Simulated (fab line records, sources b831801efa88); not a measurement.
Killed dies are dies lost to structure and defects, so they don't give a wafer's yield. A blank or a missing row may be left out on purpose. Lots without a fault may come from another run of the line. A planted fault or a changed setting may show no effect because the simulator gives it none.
A struck lot beside a sound one | flow sky130 | 17 steps out of a route of 708
Sound: wafers L612.3, L612.4, L612.6. Struck: wafers L620.1, L620.5, L620.6. The cause comes at the end.
At each step with rows: each side's tool, then ch and its chambers, then its first start. Under that, the readings that differ: sound wafers | struck wafers | difference of the means | sigmas: that difference in standard deviations of wafers without a fault.
alike: readings whose means differ by less than 2 such deviations, and words and numbers that are the same on both sides. not compared: withheld readings, readings that some wafer has no value for, bounds like >300 that may hide the same value, and numbers for which the record gives no deviation and whose values overlap.
The two part at a step that has a row with sigmas, a row that says differs or no value, or rows on one side only. Numbers that don't overlap but have no deviation are shown without sigmas and don't part them. A reading that every wafer of one side lacks parts them only if that side has two wafers or more.

first, 3 steps without rows for these wafers: SKY_VT_ADJUST_HVTP_EXPOSE_04 (exposes mask HVTPM, target cd 380 nm); SKY_VT_ADJUST_HVTP_PEB_05; SKY_VT_ADJUST_HVTP_DEVELOP_06 (develop time 60 s).
SKY_VT_ADJUST_HVTP_CD_MEAS_07: target cd 380 nm.
  sound on cd_sem-02, day 7 04:48; struck on cd_sem-02, day 9 00:49
  alike: cd_nm
SKY_VT_ADJUST_HVTP_OVL_MEAS_08:
  sound on overlay-01, day 7 04:53; struck on overlay-02, day 9 00:56
  alike: VT_ADJUST_HVTP_OVL
then, 1 step without rows for these wafers: SKY_VT_ADJUST_HVTP_IMPLANT_09.
SKY_VT_ADJUST_HVTP_STRIP_10: strips in O2/N2.
  sound on plasma_asher-01 ch 0,1, day 7 05:06; struck on plasma_asher-04 ch 0,1, day 9 01:07
  alike: drypump_motor_current_A, oes_product_au, strip_time_to_endpoint_s
  not compared: rf_hours_counter_h
SKY_VT_ADJUST_HVTP_TW_MEAS_11:
  sound on film_metro-03, day 7 05:11; struck on film_metro-03, day 9 01:13
  alike: VT_ADJUST_HVTP_TW
then, 4 steps without rows for these wafers: SKY_VT_ADJUST_LVTN_DEHYDRATE_00 (time 60 s); SKY_VT_ADJUST_LVTN_HMDS_01 (prime time 60 s); SKY_VT_ADJUST_LVTN_COAT_02 (resist thk 3000 nm); SKY_VT_ADJUST_LVTN_SOFTBAKE_03.
SKY_VT_ADJUST_LVTN_EXPOSE_04: exposes mask NWM COMPLEMENT LESS NATIVE, target cd 840 nm.
  sound on iline_stepper-02 ch 0, day 7 15:29; struck on iline_stepper-02 ch 0, day 9 12:16
  reading                                | sound                   | struck            | difference | sigmas
  model.VT_ADJUST_LVTN.overlay_x_nm (nm) | -0.0609 -0.0609 -0.0609 | 179.3 179.3 179.3 | +179.4     |
  alike: mask
then, 2 steps without rows for these wafers: SKY_VT_ADJUST_LVTN_PEB_05; SKY_VT_ADJUST_LVTN_DEVELOP_06 (develop time 60 s).
SKY_VT_ADJUST_LVTN_OVL_MEAS_07:
  sound on overlay-01, day 8 00:55; struck on overlay-02, day 9 23:19
  reading                 | sound       | struck            | difference | sigmas
  VT_ADJUST_LVTN_OVL (nm) | 1.1 1.1 0.0 | 177.2 178.1 177.8 | +177.0     | +99 or more
then, 1 step without rows for these wafers: SKY_VT_ADJUST_LVTN_IMPLANT_08.

WHERE THEY PART
Only at SKY_VT_ADJUST_LVTN_OVL_MEAS_07, within this record.

WHY: what the simulator had put in
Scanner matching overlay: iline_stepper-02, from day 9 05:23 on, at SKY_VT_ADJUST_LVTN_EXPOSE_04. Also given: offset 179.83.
